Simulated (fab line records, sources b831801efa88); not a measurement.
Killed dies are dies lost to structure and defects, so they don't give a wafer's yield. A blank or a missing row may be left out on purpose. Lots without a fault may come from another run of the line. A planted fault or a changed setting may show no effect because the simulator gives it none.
A struck lot beside a sound one | flow sky130 | 44 steps out of a route of 708
Sound: wafers L909.2, L909.4, L909.6. Struck: wafers L919.3, L919.4, L919.5. The cause comes at the end.
At each step with rows: each side's tool, then ch and its chambers, then its first start. Under that, the readings that differ: sound wafers | struck wafers | difference of the means | sigmas: that difference in standard deviations of wafers without a fault.
alike: readings whose means differ by less than 2 such deviations, and words and numbers that are the same on both sides. not compared: withheld readings, readings that some wafer has no value for, bounds like >300 that may hide the same value, and numbers for which the record gives no deviation and whose values overlap.
The two part at a step that has a row with sigmas, a row that says differs or no value, or rows on one side only. Numbers that don't overlap but have no deviation are shown without sigmas and don't part them. A reading that every wafer of one side lacks parts them only if that side has two wafers or more.

SKY_VIA2_ETCH_15: etches SiO2 in C4F8/O2/Ar, stops on TiN, target depth 546 nm, time 84 s.
  sound on rie_diel-02 ch 0,2, day 38 04:01; struck on rie_diel-02 ch 1,2,3, day 40 06:40
  alike: bias_w, chamber_pressure_mTorr, oes_product_au
  not compared: rf_hours_counter_h
then, 5 steps without rows for these wafers: SKY_VIA2_STRIP_16 (strips in O2/N2); SKY_VIA2_STRIP_17 (strips in post etch residue remover, time 1200 s); SKY_VIA2_CLEAN_18 (cleans in IPA, time 180 s); SKY_VIA2_CLEAN_19 (cleans in O3/DIW); SKY_VIA2_SPUTTER_20 (material TiN, target thk 20 nm, time 80 s).
SKY_VIA2_CVD_21: deposits W, target thk 420 nm, time 126.4 s.
  sound on cvd_w-02 ch 0,1, day 38 04:46; struck on cvd_w-01 ch 0,1, day 40 07:28
  alike: heater_power_w
SKY_VIA2_RS_MEAS_22: measures by four-point-probe.
  sound on film_metro-03, day 38 04:55; struck on film_metro-02, day 40 07:37
  alike: VIA2_W_RS
SKY_VIA2_THK_MEAS_23: measures by xrf.
  sound on film_metro-03, day 38 05:02; struck on film_metro-02, day 40 07:43
  alike: VIA2_W_THK
then, 1 step without rows for these wafers: SKY_VIA2_CMP_24 (polishes, stops on SiO2, t overpolish 20 s, target thk 0 nm).
SKY_METAL3_SPUTTER_00: material Ti, target thk 15 nm, time 10 s.
  sound on pvd_sputter-04, day 38 05:23; struck on pvd_sputter-04, day 40 08:46
  alike: throttle_valve_pct
then, 1 step without rows for these wafers: SKY_METAL3_SPUTTER_01 (material TiN, target thk 20 nm, time 16.7 s).
SKY_METAL3_SPUTTER_02: material AlCu, target thk 735 nm, time 39.1 s.
  sound on pvd_sputter-04, day 38 05:25; struck on pvd_sputter-04, day 40 08:48
  reading                                     | sound             | struck            | difference | sigmas
  model.AlCu_of_METAL3_SPUTTER_02.thk_nm (nm) | 723.4 730.7 726.8 | 389.7 388.4 384.2 | -339.5     |
  alike: throttle_valve_pct
SKY_METAL3_SPUTTER_03: material Ti, target thk 5 nm, time 3.3 s.
  sound on pvd_sputter-04, day 38 05:28; struck on pvd_sputter-04, day 40 08:50
  alike: throttle_valve_pct
then, 2 steps without rows for these wafers: SKY_METAL3_SPUTTER_04 (material TiN, target thk 70 nm, time 58.3 s); SKY_CAPM_CVD_00 (deposits SiO2, target thk 15.5 nm).
SKY_CAPM_THK_MEAS_01:
  sound on film_metro-01, day 38 05:34; struck on film_metro-04, day 40 08:57
  alike: CAPM_CVD_00_THK
SKY_CAPM_SPUTTER_02: material TiN, target thk 200 nm, time 172.9 s.
  sound on pvd_sputter-02, day 38 05:37; struck on pvd_sputter-03, day 40 08:59
  alike: throttle_valve_pct
SKY_CAPM_RS_MEAS_03: measures by four-point-probe.
  sound on film_metro-01, day 38 05:44; struck on film_metro-01, day 40 09:08
  alike: CAPM_TIN_RS
SKY_CAPM_THK_MEAS_04: measures by xrf.
  sound on film_metro-01, day 38 05:51; struck on film_metro-01, day 40 09:14
  alike: CAPM_TIN_THK
then, 7 steps without rows for these wafers: SKY_CAPM_DEHYDRATE_05 (time 60 s); SKY_CAPM_HMDS_06 (prime time 60 s); SKY_CAPM_COAT_07 (resist thk 1140 nm); SKY_CAPM_SOFTBAKE_08 (time 60 s); SKY_CAPM_EXPOSE_09 (exposes mask CAPM, target cd 1000 nm); SKY_CAPM_PEB_10; SKY_CAPM_DEVELOP_11 (develop time 60 s).
SKY_CAPM_OVL_MEAS_12:
  sound on overlay-02, day 39 06:29; struck on overlay-02, day 41 08:38
  alike: CAPM_OVL
then, 13 steps without rows for these wafers: SKY_CAPM_METAL_ETCH_13 (etches TiN in Cl2/BCl3, stops on SiO2, target depth 220 nm, time 62.9 s); SKY_CAPM_STRIP_14 (strips in O2/N2); SKY_CAPM_STRIP_15 (strips in post etch residue remover, time 1200 s); SKY_CAPM_CLEAN_16 (cleans in IPA, time 180 s); SKY_CAPM_CLEAN_17 (cleans in O3/DIW); SKY_METAL3_DEHYDRATE_05 (time 60 s); SKY_METAL3_HMDS_06 (prime time 60 s); SKY_METAL3_COAT_07 (resist thk 60 nm); SKY_METAL3_COAT_08 (resist thk 1140 nm); SKY_METAL3_SOFTBAKE_09 (time 90 s); SKY_METAL3_EXPOSE_10 (exposes mask MM3, target cd 300 nm); SKY_METAL3_PEB_11; SKY_METAL3_DEVELOP_12 (develop time 60 s).
SKY_METAL3_CD_MEAS_13: target cd 300 nm.
  sound on cd_sem-02, day 40 08:17; struck on cd_sem-01, day 42 09:31
  reading    | sound             | struck            | difference | sigmas
  cd_nm (nm) | 299.8 300.5 302.1 | 296.6 295.9 295.6 | -4.8       | -3
SKY_METAL3_METAL_ETCH_18: etches the open film in Cl2/BCl3, stops on SiO2, target depth 845 nm, time 183.1 s.
  sound on rie_metal-02 ch 0,1, day 40 08:35; struck on rie_metal-03 ch 0,1, day 42 09:50
  reading               | sound             | struck            | difference | sigmas
  oes_product_au (a.u.) | 0.855 0.868 0.858 | 0.663 0.675 0.670 | -0.191     | -30
  alike: bias_w, chamber_pressure_mTorr, drypump_motor_current_A, throttle_valve_pct
  not compared: rf_hours_counter_h
-- the record jumps here: 7 days lie between the struck wafers' starts before and after (it left off in module METAL3 and takes up again in module PAD_OPEN, whose first step shown is number 708 of the route) --
SKY_PAD_OPEN_PROBE_99:
  sound on prober-02, day 47 10:49; struck on prober-01, day 49 01:00
  reading                      | sound                  | struck                  | difference | sigmas
  model.etest.met3.line_ohm_um | 0.1434 0.1426 0.1416   | 0.271 0.2744 0.2717     | +0.130     |
  model.etest.met3.rs_ohm_sq   | 0.04345 0.04296 0.0429 | 0.08189 0.08154 0.08211 | +0.03874   |
  alike: defect_limited_yield, killed_at_M0_to_M3, killed_at_M4_up, killed_at_contacts, killed_at_front_end, killed_at_other, killed_dies, killed_open, killed_short, sort_bin_3_pad_short, sort_bin_5_function, sort_bin_6_memory, sort_n_pass, sort_yield_pct

WHERE THEY PART
First at SKY_METAL3_CD_MEAS_13; last, within this record, at SKY_METAL3_METAL_ETCH_18. Later steps at which nothing parts them and some readings are alike: SKY_PAD_OPEN_PROBE_99.

WHY: what the simulator had put in
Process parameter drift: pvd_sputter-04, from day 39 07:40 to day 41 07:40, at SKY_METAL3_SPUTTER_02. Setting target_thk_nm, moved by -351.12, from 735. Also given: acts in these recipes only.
